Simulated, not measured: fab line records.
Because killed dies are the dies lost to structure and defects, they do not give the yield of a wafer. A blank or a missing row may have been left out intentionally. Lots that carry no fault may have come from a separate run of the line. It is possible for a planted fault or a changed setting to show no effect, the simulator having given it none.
fab line records	flow sky130
record: lots: 5	wafers: 15	last-day: 50
route steps=708 shown VIA2@509 METAL3@532 CAPM@537
lots that met no fault: taken from a fault-free run of the same line
start-h: hours from the record's opening day to when the first of the lot's shown wafers began	wait-h: hours elapsed since this lot's preceding step	" unchanged from the row above	L1.1+2: a row that stands for several wafers	- no value, or no start was given	* or withheld: withheld	< > ~ a bound
route shown NAME@n: names a module that has steps shown in the file, with the first one's number in the route	usual: the fault-free wafers' mean and standard deviation	same: alike in all rows	chamber/n: place in a boat	sites: readings site by site	_std_site: the values' standard deviation	_edge_site: mean of outer sites minus mean of inner sites	radius-mm: how far each site lies from the wafer's centre	mask NAME#n: copy n	behind: the tool/chamber that last shaped the wafer	hold: reason for holding the lot/hours on hold/outcome of the hold	device: which transistor (n, p or np) failed to switch	end of line: the route-end tests of the same wafers	a step given without rows: its recipe and nothing more	killed: at the first sort, the dies lost to defects and structure; wafer yield is something else	map: per-die view of a wafer (x killed, . not killed, _ where there is no die)
set.NAME: the run value of the setting; set.NAME@STEP: its run value at that earlier step	model.NAME: the simulator's own value behind a step, which no gauge read
a table for each step, a row for each wafer; lots at some steps of the route
services: a tool's chamber out of use, with start hour (start-h, from the record's first day; less than 0 if before it), hours out, and reason
== steps ==
step: SKY_VIA2_CMP_02
recipe: material: SiO2	down-force-psi: 4	platen-rpm: 60	pad-velocity-m-s: 0.94248
usual: edge-zone-pressure-frac: 1.000/0.0051	head-pressure-psi: 4.001/0.0093	motor-current-A: 12.2/0.79
lot.wafer	tool	chamber	start-h	wait-h	edge-zone-pressure-frac	head-pressure-psi	motor-current-A
L677.1	cmp-01	2	899.84	0.1	0.995	4.019	11.6
L677.3	"	0	"	"	0.994	4.003	13.6
L677.6	"	1	"	"	0.999	4.007	12.1
L678.4	cmp-01	2	903.51	0.0	1.007	3.993	11.8
L678.3	"	1	"	"	0.997	3.997	11.8
L678.6	"	2	"	"	1.000	3.989	11.7
L679.3	cmp-02	3	910.70	0.0	0.994	4.003	12.4
L679.1	"	2	"	"	1.013	3.998	12.1
L679.5	"	3	"	"	1.000	3.999	11.7
L683.1	cmp-02	1	941.09	0.2	0.998	4.003	12.5
L683.3	"	2	"	"	0.999	4.015	12.9
L683.5	"	1	"	"	1.001	4.011	11.8
L688.3	cmp-01	0	976.31	0.1	1.001	3.998	13.9
L688.2	"	1	"	"	1.006	4.000	12.1
L688.1	"	2	"	"	0.992	4.000	10.7
step: SKY_VIA2_BOW_MEAS_03
recipe: mode: bow
usual: VIA2_BOW: 85/6.5
lot.wafer	tool	chamber	start-h	wait-h	VIA2_BOW[um]
L677.1	film-metro-04	-	900.09	0.2	84
L677.3	"	-	"	"	79
L677.6	"	-	"	"	85
L678.3	film-metro-01	-	903.85	0.1	83
L678.4	"	-	"	"	91
L678.6	"	-	"	"	91
L679.1	film-metro-04	-	911.00	0.1	81
L679.3	"	-	"	"	78
L679.5	"	-	"	"	85
L683.1	film-metro-01	-	941.34	0.2	84
L683.3	"	-	"	"	86
L683.5	"	-	"	"	87
L688.1	film-metro-04	-	976.56	0.1	88
L688.2	"	-	"	"	95
L688.3	"	-	"	"	77
step: SKY_VIA2_DEHYDRATE_04
recipe: temp-c: 200	time-s: 60
step: SKY_VIA2_HMDS_05
recipe: prime-time-s: 60	prime-temp-c: 120
step: SKY_VIA2_COAT_06
recipe: resist: BARC	temp-c: withheld	time-s: withheld	spin-rpm: 3000	resist-thk-nm: 60
step: SKY_VIA2_COAT_07
recipe: resist: KrF-thick	spin-rpm: 3000	resist-thk-nm: 450
step: SKY_VIA2_SOFTBAKE_08
recipe: temp-c: 100	time-s: 90	resist: KrF-thick
step: SKY_VIA2_EXPOSE_09
recipe: mask-id: VIM2	na: 0.8	source-shape: annular	sigma-inner: 0.55	sigma-outer: 0.85	target-cd-nm: 200	dose-mj: 38
step: SKY_VIA2_PEB_10
recipe: peb-temp-c: withheld	peb-time-s: withheld	resist: KrF-thick
step: SKY_VIA2_DEVELOP_11
recipe: develop-time-s: 61.79	resist: KrF-thick	dev-temp-c: 21
step: SKY_VIA2_CD_MEAS_12
recipe: target-cd-nm: 200
usual: cd-nm: 199.7/1.2
lot.wafer	tool	chamber	start-h	wait-h	cd-nm
L677.1	cd-sem-01	-	924.74	-	199.6
L677.3	"	-	"	"	200.1
L677.6	"	-	"	"	198.9
L678.3	cd-sem-01	-	928.57	-	198.3
L678.4	"	-	"	"	198.1
L678.6	"	-	"	"	201.2
L679.1	cd-sem-02	-	935.93	-	198.4
L679.3	"	-	"	"	198.7
L679.5	"	-	"	"	199.3
L683.1	cd-sem-02	-	965.19	-	197.0
L683.3	"	-	"	"	196.8
L683.5	"	-	"	"	197.1
L688.1	cd-sem-01	-	1000.43	-	200.6
L688.2	"	-	"	"	199.5
L688.3	"	-	"	"	200.6
step: SKY_VIA2_OVL_MEAS_13
usual: VIA2_OVL: -2/5
lot.wafer	tool	chamber	start-h	wait-h	VIA2_OVL[nm]
L677.1	overlay-02	-	924.86	0.1	0
L677.3	"	-	"	"	-2
L677.6	"	-	"	"	-1
L678.3	overlay-01	-	928.66	0.1	-2
L678.4	"	-	"	"	-4
L678.6	"	-	"	"	0
L679.1	overlay-01	-	936.05	0.1	5
L679.3	"	-	"	"	-4
L679.5	"	-	"	"	8
L683.1	overlay-01	-	965.31	0.1	-6
L683.3	"	-	"	"	0
L683.5	"	-	"	"	-1
L688.1	overlay-01	-	1000.55	0.1	-2
L688.2	"	-	"	"	-8
L688.3	"	-	"	"	-3
step: SKY_VIA2_ETCH_14
recipe: chemistry: N2/H2	target: BARC	ion-energy-ev: 200	source-w: 500	bias-w: 100	pressure-mtorr: 30	n2-flow-sccm: 100	h2-flow-sccm: 200	stop-on: SiO2	time-s: 45.9	target-depth-a: 600
usual: drypump-motor-current-A: 5.8/0.39	oes-product-au: 0.856/0.0045	rf-fwd-power-W: 495.3/2	throttle-valve-pct: 13.225/0.0092
lot.wafer	tool	chamber	start-h	wait-h	drypump-motor-current-A	oes-product-au	rf-fwd-power-W	rf-hours-counter-h	throttle-valve-pct	model.KrF-thick_of_VIA2_COAT_07.thk-nm	model.etch.depth-nm	model.VIA2.cd-nm
L677.1	rie-diel-03	2	924.90	0.0	6.3	0.863	492.8	25	13.238	394.7	60.23	199.9
L677.3	"	1	"	"	6.2	0.864	498.9	20	13.221	393.6	60.19	200.9
L677.6	"	2	"	"	6.3	0.854	495.0	-	13.227	392.7	60.3	199.2
L678.3	rie-diel-02	0	928.69	0.0	6.4	0.855	497.8	4	13.223	393	60.34	198.4
L678.4	"	3	"	"	5.5	0.865	495.3	11	13.227	395.2	60.38	198
L678.6	"	3	"	"	5.5	0.858	493.3	-	13.220	394	60.56	201.4
L679.1	rie-diel-02	3	936.09	0.0	5.5	0.858	493.5	11	13.236	393.1	60.16	199.3
L679.3	"	2	"	"	5.6	0.865	498.5	13	13.233	393.8	60.17	199.7
L679.5	"	0	"	"	6.3	0.860	494.2	-	13.226	393.9	60.11	199.9
L683.1	rie-diel-04	2	965.35	0.0	5.4	0.856	496.0	11	13.225	394.8	60.08	197.1
L683.3	"	3	"	"	5.7	0.853	496.7	25	13.210	394.6	60.17	196.5
L683.5	"	1	"	"	5.7	0.854	494.7	-	13.228	394.8	60.13	197.6
L688.1	rie-diel-04	3	1000.59	0.0	5.7	0.857	496.8	25	13.225	393.8	60.13	199.9
L688.2	"	1	"	"	5.7	0.860	494.1	24	13.233	393.8	60.24	199.7
L688.3	"	0	"	"	6.1	0.710	491.9	11	13.213	414.1	42.03	196.5
step: SKY_VIA2_ETCH_15
recipe: target: SiO2	chemistry: C4F8/O2/Ar	target-depth-nm: 546	stop-on: TiN	mask-material: KrF-thick	source-w: 1500	bias-w: 1200	pressure-mtorr: 40	c4f8-flow-sccm: withheld	O2_flow_sccm: 6	Ar_flow_sccm: 300	time-s: 84
usual: oes-product-au: 0.940/0.0048	rf-fwd-power-W: 1491/5.6
lot.wafer	tool	chamber	start-h	wait-h	oes-product-au	rf-fwd-power-W	rf-hours-counter-h	model.KrF-thick_of_VIA2_COAT_07.thk-nm	model.VIA2.cd-nm
L677.1	rie-diel-03	2	924.94	0.0	0.940	1493	25	285.1	198
L677.3	"	1	"	"	0.937	1490	20	283.3	200.6
L677.6	"	2	"	"	0.939	1485	-	283.9	201.1
L678.3	rie-diel-02	0	928.73	0.0	0.934	1497	4	283.3	197.2
L678.4	"	3	"	"	0.948	1487	11	285.3	199.1
L678.6	"	3	"	"	0.943	1490	-	284.4	202.9
L679.1	rie-diel-02	3	936.13	0.0	0.940	1489	11	284.2	204
L679.3	"	2	"	"	0.944	1500	13	283	205.6
L679.5	"	0	"	"	0.939	1500	-	284.3	202.6
L683.1	rie-diel-04	2	965.39	0.0	0.947	1490	11	285.8	195.4
L683.3	"	3	"	"	0.936	1497	25	285.3	195.3
L683.5	"	1	"	"	0.944	1495	-	284.7	197.2
L688.1	rie-diel-04	3	1000.63	0.0	0.940	1492	25	284.4	199.4
L688.2	"	1	"	"	0.944	1490	24	284.4	199.4
L688.3	"	0	"	"	0.378	1487	11	304.3	195.5
step: SKY_VIA2_STRIP_16
recipe: chemistry: O2/N2	power-w: 1400	pressure-mtorr: 1500	platen-temp-c: withheld	o2-flow-sccm: 3000	n2-flow-sccm: 300	overash-fraction: 0.5
usual: drypump-motor-current-A: 5.99/0.26	o2-flow-sccm: 2998/9.1	oes-product-au: 0.400/0.0046	strip-time-to-endpoint-s: 4.055/0.021
lot.wafer	tool	chamber	start-h	wait-h	drypump-motor-current-A	o2-flow-sccm	oes-product-au	rf-hours-counter-h	strip-time-to-endpoint-s
L677.1	plasma-asher-02	1	925.00	0.0	5.73	2998	0.396	78	4.051
L677.3	"	0	"	"	5.60	2999	0.400	-	4.043
L677.6	"	1	"	"	5.71	2990	0.400	-	4.070
L678.3	plasma-asher-04	0	928.83	0.1	6.26	2993	0.397	-	4.042
L678.4	"	1	"	"	5.97	3002	0.401	-	4.082
L678.6	"	0	"	"	6.21	2985	0.402	-	4.062
L679.1	plasma-asher-04	1	936.19	0.0	5.97	3008	0.395	51	4.053
L679.3	"	1	"	"	5.95	2999	0.395	-	4.056
L679.5	"	1	"	"	5.96	3002	0.396	-	4.066
L683.1	plasma-asher-04	1	965.45	0.0	5.96	2987	0.396	54	4.070
L683.3	"	1	"	"	5.96	2987	0.400	-	4.075
L683.5	"	0	"	"	6.22	2998	0.402	-	4.065
L688.1	plasma-asher-02	0	1000.78	0.1	5.61	2997	0.405	86	4.062
L688.2	"	1	"	"	5.70	2997	0.397	86	4.068
L688.3	"	1	"	"	5.72	3009	0.408	-	4.271
step: SKY_VIA2_STRIP_17
recipe: chemistry: post-etch-residue-remover	time-s: 1200	temp-c: 72.5
step: SKY_VIA2_CLEAN_18
recipe: chemistry: IPA	time-s: 180	temp-c: 25
step: SKY_VIA2_CLEAN_19
recipe: chemistry: O3/DIW	dry: n2-spin
step: SKY_VIA2_SPUTTER_20
recipe: material: TiN	target-thk-nm: 20	chamber-pressure-pa: 5	power-w: 4000	time-s: 80
step: SKY_VIA2_CVD_21
recipe: material: W	target-thk-nm: 420	time-s: 126.4	temp-c: 400	pressure-torr: 40
step: SKY_VIA2_RS_MEAS_22
recipe: thk-meas-gauge: four-point-probe	reads: W_of_VIA2_CVD_21+TiN_of_VIA2_SPUTTER_20
usual: VIA2_W_RS: 0.2744/0.0022
lot.wafer	tool	chamber	start-h	wait-h	VIA2_W_RS[ohm/sq]
L677.1	film-metro-01	-	925.79	0.1	0.2739
L677.3	"	-	"	"	0.2726
L677.6	"	-	"	"	0.2722
L678.3	film-metro-04	-	929.62	0.1	0.2773
L678.4	"	-	"	"	0.2794
L678.6	"	-	"	"	0.2744
L679.1	film-metro-03	-	937.07	0.1	0.2741
L679.3	"	-	"	"	0.2757
L679.5	"	-	"	"	0.2731
L683.1	film-metro-03	-	966.25	0.1	0.2744
L683.3	"	-	"	"	0.2732
L683.5	"	-	"	"	0.2728
L688.1	film-metro-03	-	1001.57	0.1	0.2731
L688.2	"	-	"	"	0.2715
L688.3	"	-	"	"	0.2759
step: SKY_VIA2_THK_MEAS_23
recipe: thk-meas-gauge: xrf	reads: W_of_VIA2_CVD_21
usual: VIA2_W_THK: 413/6.2
lot.wafer	tool	chamber	start-h	wait-h	VIA2_W_THK[nm]
L677.1	film-metro-01	-	925.91	0.1	418
L677.3	"	-	"	"	423
L677.6	"	-	"	"	422
L678.3	film-metro-04	-	929.72	0.1	402
L678.4	"	-	"	"	398
L678.6	"	-	"	"	407
L679.1	film-metro-03	-	937.19	0.1	418
L679.3	"	-	"	"	409
L679.5	"	-	"	"	420
L683.1	film-metro-03	-	966.37	0.1	408
L683.3	"	-	"	"	412
L683.5	"	-	"	"	410
L688.1	film-metro-03	-	1001.69	0.1	412
L688.2	"	-	"	"	417
L688.3	"	-	"	"	405
step: SKY_VIA2_CMP_24
recipe: stop-on: SiO2	t-overpolish-s: 20	down-force-psi: 3.5	platen-rpm: 60	target-thk-nm: 0	pad-velocity-m-s: 0.94248
step: SKY_METAL3_SPUTTER_00
recipe: material: Ti	target-thk-nm: 15	power-w: 3000	time-s: 10	chamber-pressure-pa: 0.4
step: SKY_METAL3_SPUTTER_01
recipe: material: TiN	target-thk-nm: 20	power-w: 6500	time-s: 16.7	chamber-pressure-pa: 0.4
usual: throttle-valve-pct: 29.4/0.96
lot.wafer	tool	chamber	start-h	wait-h	throttle-valve-pct
L677.1	pvd-sputter-02	-	926.29	0.0	28.9
L677.3	"	-	"	"	28.0
L677.6	"	-	"	"	28.1
L678.3	pvd-sputter-04	-	930.08	0.0	29.6
L678.4	"	-	"	"	30.8
L678.6	"	-	"	"	30.9
L679.1	pvd-sputter-04	-	937.57	0.0	30.4
L679.3	"	-	"	"	30.1
L679.5	"	-	"	"	30.4
L683.1	pvd-sputter-01	-	966.75	0.0	29.5
L683.3	"	-	"	"	27.9
L683.5	"	-	"	"	30.6
L688.1	pvd-sputter-02	-	1002.07	0.0	29.3
L688.2	"	-	"	"	28.8
L688.3	"	-	"	"	28.1
step: SKY_METAL3_SPUTTER_02
recipe: material: AlCu	target-thk-nm: 735	power-w: 10600	time-s: 39.1	chamber-pressure-pa: 0.4
step: SKY_METAL3_SPUTTER_03
recipe: material: Ti	target-thk-nm: 5	power-w: 3000	time-s: 3.3	chamber-pressure-pa: 0.4
usual: throttle-valve-pct: 29.4/0.98
lot.wafer	tool	chamber	start-h	wait-h	throttle-valve-pct
L677.1	pvd-sputter-02	-	926.35	0.0	29.1
L677.3	"	-	"	"	27.8
L677.6	"	-	"	"	28.1
L678.3	pvd-sputter-04	-	930.14	0.0	29.8
L678.4	"	-	"	"	31.1
L678.6	"	-	"	"	31.1
L679.1	pvd-sputter-04	-	937.64	0.0	30.3
L679.3	"	-	"	"	30.0
L679.5	"	-	"	"	30.5
L683.1	pvd-sputter-01	-	966.82	0.0	29.5
L683.3	"	-	"	"	28.0
L683.5	"	-	"	"	30.6
L688.1	pvd-sputter-02	-	1002.13	0.0	29.3
L688.2	"	-	"	"	29.0
L688.3	"	-	"	"	28.5
step: SKY_METAL3_SPUTTER_04
recipe: material: TiN	target-thk-nm: 70	power-w: 6500	time-s: 58.3	chamber-pressure-pa: 0.4
usual: throttle-valve-pct: 29.4/0.97
lot.wafer	tool	chamber	start-h	wait-h	throttle-valve-pct
L677.1	pvd-sputter-02	-	926.37	0.0	28.7
L677.3	"	-	"	"	28.1
L677.6	"	-	"	"	28.3
L678.3	pvd-sputter-04	-	930.16	0.0	29.5
L678.4	"	-	"	"	30.8
L678.6	"	-	"	"	30.8
L679.1	pvd-sputter-04	-	937.65	0.0	30.6
L679.3	"	-	"	"	30.0
L679.5	"	-	"	"	30.8
L683.1	pvd-sputter-01	-	966.83	0.0	29.6
L683.3	"	-	"	"	28.0
L683.5	"	-	"	"	30.6
L688.1	pvd-sputter-02	-	1002.15	0.0	29.3
L688.2	"	-	"	"	28.9
L688.3	"	-	"	"	28.2
step: SKY_CAPM_CVD_00
recipe: material: SiO2	target-thk-nm: 15.5	temp-c: 400	time-s: withheld	rf-w: 450
step: SKY_CAPM_THK_MEAS_01
recipe: reads: SiO2_of_CAPM_CVD_00
usual: CAPM_CVD_00_THK: 15.50/0.2
lot.wafer	tool	chamber	start-h	wait-h	CAPM_CVD_00_THK[nm]
L677.1	film-metro-01	-	926.44	-	15.17
L677.3	"	-	"	"	15.34
L677.6	"	-	"	"	15.63
L678.3	film-metro-01	-	930.26	-	15.66
L678.4	"	-	"	"	15.68
L678.6	"	-	"	"	15.58
L679.1	film-metro-02	-	937.73	-	15.49
L679.3	"	-	"	"	15.49
L679.5	"	-	"	"	15.99
L683.1	film-metro-01	-	966.90	-	15.27
L683.3	"	-	"	"	15.63
L683.5	"	-	"	"	15.69
L688.1	film-metro-01	-	1002.23	-	15.47
L688.2	"	-	"	"	15.42
L688.3	"	-	"	"	15.61
step: SKY_CAPM_SPUTTER_02
recipe: material: TiN	target-thk-nm: 200	temp-c: 300	power-w: 6500	time-s: 166.7	chamber-pressure-pa: 0.4
step: SKY_CAPM_RS_MEAS_03
recipe: thk-meas-gauge: four-point-probe	reads: TiN_of_CAPM_SPUTTER_02
usual: CAPM_TIN_RS: 6.92/0.069
lot.wafer	tool	chamber	start-h	wait-h	CAPM_TIN_RS[ohm/sq]
L677.1	film-metro-02	-	926.61	0.1	6.82
L677.3	"	-	"	"	6.77
L677.6	"	-	"	"	6.83
L678.3	film-metro-02	-	930.45	0.1	6.90
L678.4	"	-	"	"	6.90
L678.6	"	-	"	"	6.86
L679.1	film-metro-04	-	937.89	0.1	6.89
L679.3	"	-	"	"	6.84
L679.5	"	-	"	"	6.79
L683.1	film-metro-04	-	967.07	0.1	7.01
L683.3	"	-	"	"	6.90
L683.5	"	-	"	"	6.94
L688.1	film-metro-02	-	1002.40	0.1	6.90
L688.2	"	-	"	"	6.85
L688.3	"	-	"	"	6.83
step: SKY_CAPM_THK_MEAS_04
recipe: thk-meas-gauge: xrf	reads: TiN_of_CAPM_SPUTTER_02
usual: CAPM_TIN_THK: 200.1/2.4
lot.wafer	tool	chamber	start-h	wait-h	CAPM_TIN_THK[nm]
L677.1	film-metro-02	-	926.73	0.1	204.0
L677.3	"	-	"	"	205.2
L677.6	"	-	"	"	204.5
L678.3	film-metro-02	-	930.55	0.1	202.4
L678.4	"	-	"	"	202.4
L678.6	"	-	"	"	202.0
L679.1	film-metro-04	-	938.01	0.1	199.8
L679.3	"	-	"	"	201.3
L679.5	"	-	"	"	204.2
L683.1	film-metro-04	-	967.19	0.1	197.1
L683.3	"	-	"	"	199.1
L683.5	"	-	"	"	198.1
L688.1	film-metro-02	-	1002.52	0.1	202.9
L688.2	"	-	"	"	203.1
L688.3	"	-	"	"	205.4
step: SKY_CAPM_DEHYDRATE_05
recipe: temp-c: 200	time-s: 60
step: SKY_CAPM_HMDS_06
recipe: prime-time-s: 60	prime-temp-c: 120
step: SKY_CAPM_COAT_07
recipe: resist: NOVOLAK	spin-rpm: 3000	resist-thk-nm: 1140
step: SKY_CAPM_SOFTBAKE_08
recipe: temp-c: 90	time-s: 60	resist: NOVOLAK
step: SKY_CAPM_EXPOSE_09
recipe: mask-id: CAPM	na: 0.6	source-shape: conventional	sigma-outer: 0.6	polarization: unpolarized	target-cd-nm: 1000	dose-mj: 159
step: SKY_CAPM_PEB_10
recipe: temp-c: withheld	time-s: *	resist: NOVOLAK
step: SKY_CAPM_DEVELOP_11
recipe: resist: NOVOLAK	developer: TMAH	develop-time-s: 60	dev-temp-c: 23
step: SKY_CAPM_OVL_MEAS_12
usual: CAPM_OVL: 0.1/1.4
lot.wafer	tool	chamber	start-h	wait-h	CAPM_OVL[nm]
L677.1	overlay-01	-	950.69	0.1	2.7
L677.3	"	-	"	"	4.1
L677.6	"	-	"	"	1.2
L678.3	overlay-02	-	954.54	0.1	0.0
L678.4	"	-	"	"	-0.7
L678.6	"	-	"	"	1.6
L679.1	overlay-01	-	961.48	0.1	1.3
L679.3	"	-	"	"	0.6
L679.5	"	-	"	"	0.4
L683.1	overlay-01	-	990.69	0.1	0.5
L683.3	"	-	"	"	2.4
L683.5	"	-	"	"	1.4
L688.1	overlay-02	-	1024.42	0.1	0.3
L688.2	"	-	"	"	1.0
L688.3	"	-	"	"	-
step: SKY_CAPM_METAL_ETCH_13
recipe: target-depth-nm: 220	stop-on: SiO2	chemistry: Cl2/BCl3	target: TiN	pressure-mtorr: 10	icp-w: 900	bias-w: 48.5	Cl2_flow_sccm: 60	bcl3-flow-sccm: 30	time-s: 62.9
usual: drypump-motor-current-A: 5.6/0.38	oes-product-au: 0.941/0.007	rf-fwd-power-W: 894/3.4	throttle-valve-pct: 21.903/0.0099
lot.wafer	tool	chamber	start-h	wait-h	drypump-motor-current-A	oes-product-au	rf-fwd-power-W	rf-hours-counter-h	throttle-valve-pct
L677.1	rie-metal-03	1	950.73	0.0	6.2	0.956	898	6	21.898
L677.3	"	0	"	"	5.3	0.950	894	-	21.890
L677.6	"	1	"	"	6.2	0.938	888	-	21.902
L678.3	rie-metal-04	0	954.59	0.0	5.8	0.943	893	-	21.898
L678.4	"	1	"	"	4.9	0.948	894	-	21.878
L678.6	"	0	"	"	5.8	0.948	889	-	21.894
L679.1	rie-metal-02	1	961.52	0.0	5.8	0.943	894	6	21.895
L679.3	"	0	"	"	5.7	0.945	898	-	21.902
L679.5	"	1	"	"	5.8	0.958	896	-	21.886
L683.1	rie-metal-02	0	990.73	0.0	5.7	0.935	897	9	21.906
L683.3	"	1	"	"	5.8	0.946	889	-	21.889
L683.5	"	0	"	"	5.7	0.936	898	-	21.898
L688.1	rie-metal-04	1	1024.46	0.0	5.0	0.942	896	15	21.897
L688.2	"	0	"	"	5.8	0.946	896	17	21.910
L688.3	"	1	"	"	5.0	0.957	894	-	21.895
step: SKY_METAL3_CD_MEAS_13
recipe: target-cd-nm: 300
usual: cd-nm: 299.9/1.8
lot.wafer	tool	chamber	start-h	wait-h	cd-nm
L677.1	cd-sem-01	-	975.03	-	297.2
L677.3	"	-	"	"	295.6
L677.6	"	-	"	"	297.0
L678.3	cd-sem-01	-	979.04	-	300.8
L678.4	"	-	"	"	301.4
L678.6	"	-	"	"	300.1
L679.1	cd-sem-02	-	986.38	-	299.6
L679.3	"	-	"	"	299.3
L679.5	"	-	"	"	300.1
L683.1	cd-sem-01	-	1013.92	-	298.3
L683.3	"	-	"	"	298.4
L683.5	"	-	"	"	297.6
L688.1	cd-sem-02	-	1047.38	-	301.0
L688.2	"	-	"	"	301.4
L688.3	"	-	"	"	-
== services ==
tool	chamber	start-h	hours	kind
pvd-sputter-02	-	879.21	1.4	repair
cmp-01	-	881.58	3.0	repair
pvd-sputter-04	-	885.23	8.5	repair
plasma-asher-04	-	890.69	1.2	repair
pvd-sputter-04	1	909.30	-	consumable-replace:kit
pvd-sputter-04	1	909.30	18.0	scheduled-down
pvd-sputter-04	1	909.30	18.0	vent-cycle
cmp-01	-	912.64	4.0	pm
rie-diel-04	2	921.43	19.3	repair
rie-metal-04	1	928.13	5.1	repair
pvd-sputter-02	-	935.66	2.6	repair
rie-metal-03	0	942.87	1.1	repair
pvd-sputter-02	-	946.19	4.0	repair
cmp-02	-	954.03	0.4	repair
pvd-sputter-02	-	960.31	6.9	repair
cmp-01	-	960.38	1.1	repair
cmp-01	-	961.47	4.8	pm
rie-metal-04	-	971.70	0.7	repair
rie-diel-02	2	981.65	3.0	repair
pvd-sputter-01	-	1005.01	14.3	repair
pvd-sputter-01	-	1006.91	0.7	repair
cmp-02	-	1016.71	0.7	repair
cmp-02	-	1019.20	2.6	repair
rie-diel-02	1	1019.65	4.6	repair
== key ==
first-sign: step: SKY_VIA2_ETCH_14	reading: oes-product-au	direction: down	sigmas: 32	usual: 0.856	struck: 0.710
effect: step: SKY_VIA2_ETCH_15	reading: oes-product-au	direction: down	sigmas: 99+	usual: 0.940	struck: 0.378
effect: step: SKY_VIA2_STRIP_16	reading: strip-time-to-endpoint-s	direction: up	sigmas: 10	usual: *	struck: *
effect: step: SKY_CAPM_OVL_MEAS_12	reading: CAPM_OVL	direction: missing
effect: step: SKY_METAL3_CD_MEAS_13	reading: cd-nm	direction: missing
model-effect: step: SKY_VIA2_ETCH_14	value: KrF-thick_of_VIA2_COAT_07.thk-nm	without: 393.9	struck: 414.1
model-effect: step: SKY_VIA2_ETCH_15	value: KrF-thick_of_VIA2_COAT_07.thk-nm	without: 284	struck: 304.3
met-at SKY_VIA2_ETCH_14
struck-wafers L688.3
later-rows-left-out L688.3
sort-left-out L688.3
fault: kind: process-parameter-drift	tool: rie-diel-04	chamber: 0	onset-h: 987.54	steps: SKY_VIA2_ETCH_14	channel: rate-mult	offset: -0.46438	shape: step	end-h: 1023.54
sort-left-out: the simulated sort isn't trusted on such a fault, so these wafers' sort isn't shown, and their yield isn't known
later-rows-left-out: the simulator's readings of these wafers behind a module that went badly wrong aren't trusted and aren't shown, but for the sort
